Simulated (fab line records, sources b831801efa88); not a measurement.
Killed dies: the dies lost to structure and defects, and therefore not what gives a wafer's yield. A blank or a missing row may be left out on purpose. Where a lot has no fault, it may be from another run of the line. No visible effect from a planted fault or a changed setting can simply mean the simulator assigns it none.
A struck lot beside a sound one | flow sky130 | 43 steps out of a route of 708
Sound: the wafers L188.2, L188.3, L188.6. Struck: wafer L204.3 (left out: L204.1, L204.5 of the same lot, which were not struck); the cause appears at the end.
For every step that has rows: the tool of each side, followed by ch and its chambers, followed by its first start. Under that, the readings that differ: sound wafers | struck wafers | difference of the means | sigmas: that difference in standard deviations of wafers without a fault.
alike: same words and numbers on both sides, and readings whose means sit less than 2 such deviations apart. not compared: any withheld reading, any reading some wafer has no value for, any bound like >300 that may hide the same value, and any number with overlapping values for which the record gives no deviation.
A row with sigmas, a row that says differs or no value, or rows on one side alone: a step with any of these is where the two part. Numbers that don't overlap but have no deviation are shown without sigmas and don't part them. A reading that every wafer of one side lacks parts them only if that side has two wafers or more.

first, 4 steps without rows for these wafers: SKY_CONTACT_STRIP_19 (strips in O2/N2); SKY_CONTACT_STRIP_20 (strips in post etch residue remover, time 1200 s); SKY_CONTACT_CLEAN_21 (cleans in IPA, time 180 s); SKY_CONTACT_CLEAN_22 (cleans in O3/DIW).
SKY_CONTACT_SPUTTER_23: material TiN, target thk 20 nm, time 80 s.
  sound on pvd_sputter-02, day 32 02:00; struck on pvd_sputter-04, day 37 06:52
  alike: throttle_valve_pct
then, 1 step without rows for these wafers: SKY_CONTACT_CVD_24 (deposits W, target thk 340 nm, time 102.12 s).
SKY_CONTACT_RS_MEAS_25: uses a four-point probe to measure.
  sound on film_metro-01, day 32 02:11; struck on film_metro-02, day 37 07:02
  alike: CONTACT_W_RS
SKY_CONTACT_THK_MEAS_26: measures by xrf.
  sound on film_metro-01, day 32 02:18; struck on film_metro-02, day 37 07:09
  alike: CONTACT_W_THK
then, 2 steps without rows for these wafers: SKY_CONTACT_CMP_27 (polishes, stops on SiO2, t overpolish 15 s, target thk 0 nm); SKY_METAL1_SPUTTER_00 (material Ti, target thk 15 nm, time 10 s).
SKY_METAL1_SPUTTER_01: material TiN, target thk 20 nm, time 16.7 s.
  sound on pvd_sputter-02, day 32 02:40; struck on pvd_sputter-03, day 37 07:32
  alike: throttle_valve_pct
then, 1 step without rows for these wafers: SKY_METAL1_SPUTTER_02 (material AlCu, target thk 250 nm, time 13.3 s).
SKY_METAL1_SPUTTER_03: material Ti, target thk 5 nm, time 3.3 s.
  sound on pvd_sputter-02, day 32 02:43; struck on pvd_sputter-03, day 37 07:35
  alike: throttle_valve_pct
then, 1 step without rows for these wafers: SKY_METAL1_SPUTTER_04 (material TiN, target thk 70 nm, time 58.3 s).
SKY_METAL1_RS_MEAS_05: uses a four-point probe to measure.
  sound on film_metro-04, day 32 02:49; struck on film_metro-04, day 37 07:39
  alike: METAL1_ALCU_RS
SKY_METAL1_THK_MEAS_06: measures by xrf.
  sound on film_metro-04, day 32 02:56; struck on film_metro-04, day 37 07:46
  alike: METAL1_ALCU_THK
then, 8 steps without rows for these wafers: SKY_METAL1_DEHYDRATE_07 (time 60 s); SKY_METAL1_HMDS_08 (prime time 60 s); SKY_METAL1_COAT_09 (resist thk 60 nm); SKY_METAL1_COAT_10 (resist thk 450 nm); SKY_METAL1_SOFTBAKE_11 (time 90 s); SKY_METAL1_EXPOSE_12 (exposes mask MM1, target cd 140 nm); SKY_METAL1_PEB_13; SKY_METAL1_DEVELOP_14 (develop time 60 s).
SKY_METAL1_CD_MEAS_15: the cd target is 140 nm.
  sound on cd_sem-02, day 33 05:54; struck on cd_sem-01, day 38 10:11
  alike: cd_nm
SKY_METAL1_OVL_MEAS_16:
  sound on overlay-02, day 33 06:00; struck on overlay-02, day 38 10:18
  alike: METAL1_OVL
then, 1 step without rows for these wafers: SKY_METAL1_DESCUM_17 (chemistry O2, time 8 s).
SKY_METAL1_ETCH_18: etches BARC in N2/H2, stops on SiO2, time 45.9 s, target depth 60 nm.
  sound on rie_metal-02 ch 0,1, day 33 06:04; struck on rie_metal-02 ch 0, day 38 10:22
  alike: drypump_motor_current_A, he_backside_leak_sccm, oes_product_au, throttle_valve_pct
  not compared: rf_hours_counter_h
then, 1 step without rows for these wafers: SKY_METAL1_METAL_ETCH_19 (etches the open film in Cl2/BCl3, stops on SiO2, target depth 360 nm, time 78 s).
SKY_METAL1_STRIP_20: strips in O2/N2.
  sound on plasma_asher-02 ch 0,1, day 33 06:13; struck on plasma_asher-01 ch 0, day 38 10:31
  alike: drypump_motor_current_A, oes_product_au, strip_time_to_endpoint_s
  not compared: rf_hours_counter_h
then, 4 steps without rows for these wafers: SKY_METAL1_STRIP_21 (strips in post etch residue remover, time 1200 s); SKY_METAL1_CLEAN_22 (cleans in IPA, time 180 s); SKY_METAL1_CLEAN_23 (cleans in O3/DIW); SKY_VIA1_HDPCVD_00 (deposits SiO2, target thk 1030 nm, time 171.7 s).
SKY_VIA1_THK_MEAS_01:
  sound on film_metro-03, day 33 07:02; struck on film_metro-02, day 38 11:13
  alike: VIA1_HDPCVD_THK
SKY_VIA1_CMP_02: polishes SiO2.
  sound on cmp-01 ch 1,3, day 33 07:08; struck on cmp-01 ch 0, day 38 11:23
  alike: motor_current_A, retaining_ring_pressure_frac
SKY_VIA1_BOW_MEAS_03:
  sound on film_metro-03, day 33 07:24; struck on film_metro-03, day 38 11:35
  alike: VIA1_BOW
then, 5 steps without rows for these wafers: SKY_VIA1_DEHYDRATE_04 (time 60 s); SKY_VIA1_HMDS_05 (prime time 60 s); SKY_VIA1_COAT_06 (resist thk 60 nm); SKY_VIA1_COAT_07 (resist thk 450 nm); SKY_VIA1_SOFTBAKE_08 (time 90 s).
-- the record jumps here: 12 days lie between the struck wafers' starts before and after (it left off in module VIA1 and takes up again in module PAD_OPEN, whose first step shown is number 708 of the route) --
SKY_PAD_OPEN_PROBE_99:
  sound on prober-02, day 46 09:04; struck on prober-01, day 49 23:40
  reading                               | sound                | struck                    | difference                   | sigmas
  hold                                  | - - -                | await_dispo/11.3h/release | no value on the sound wafers |
  defect_limited_yield (%)              | 81.5 83.1 83.7       | 73.0                      | -9.8                         | -5
  killed_at_M0_to_M3                    | 53 37 34             | 88                        | +47                          | +7
  killed_at_front_end                   | 10 14 12             | 20                        | +8                           | +2
  killed_at_other                       | 0 0 0                | 2                         | +2                           | +3
  killed_dies                           | 91 83 80             | 133                       | +48                          | +5
  killed_on_rim                         | 16 21 16             | 25                        | +7                           | +2
  sort_bin_3_pad_short (%)              | 0.6 0.6 0.6          | 3.5                       | +2.9                         | +6
  sort_bin_5_function (%)               | 11.4 10.6 10.0       | 17.1                      | +6.4                         | +4
  sort_n_pass                           | 401 409 412          | 359                       | -48                          | -5
  sort_yield_pct (%)                    | 81.5 83.1 83.7       | 73.0                      | -9.8                         | -5
  model.etest.tester.sort_n_pass        | 401 409 412          | 359                       | -48                          |
  model.etest.tester.sort_yield_pct (%) | 81.5 83.13 83.74     | 72.97                     | -9.82                        |
  model.etest.tester.sort_bin_5_pct (%) | 11.38 10.57 9.959    | 17.07                     | +6.43                        |
  model.etest.tester.sort_bin_3_pct (%) | 0.6098 0.6098 0.6098 | 3.455                     | +2.845                       |
  alike: killed_at_M4_up, killed_at_contacts, killed_open, killed_short, sort_bin_6_memory

## WHERE THEY PART
Only at SKY_PAD_OPEN_PROBE_99, as far as this record shows.

WHY: what had been put in by the simulator
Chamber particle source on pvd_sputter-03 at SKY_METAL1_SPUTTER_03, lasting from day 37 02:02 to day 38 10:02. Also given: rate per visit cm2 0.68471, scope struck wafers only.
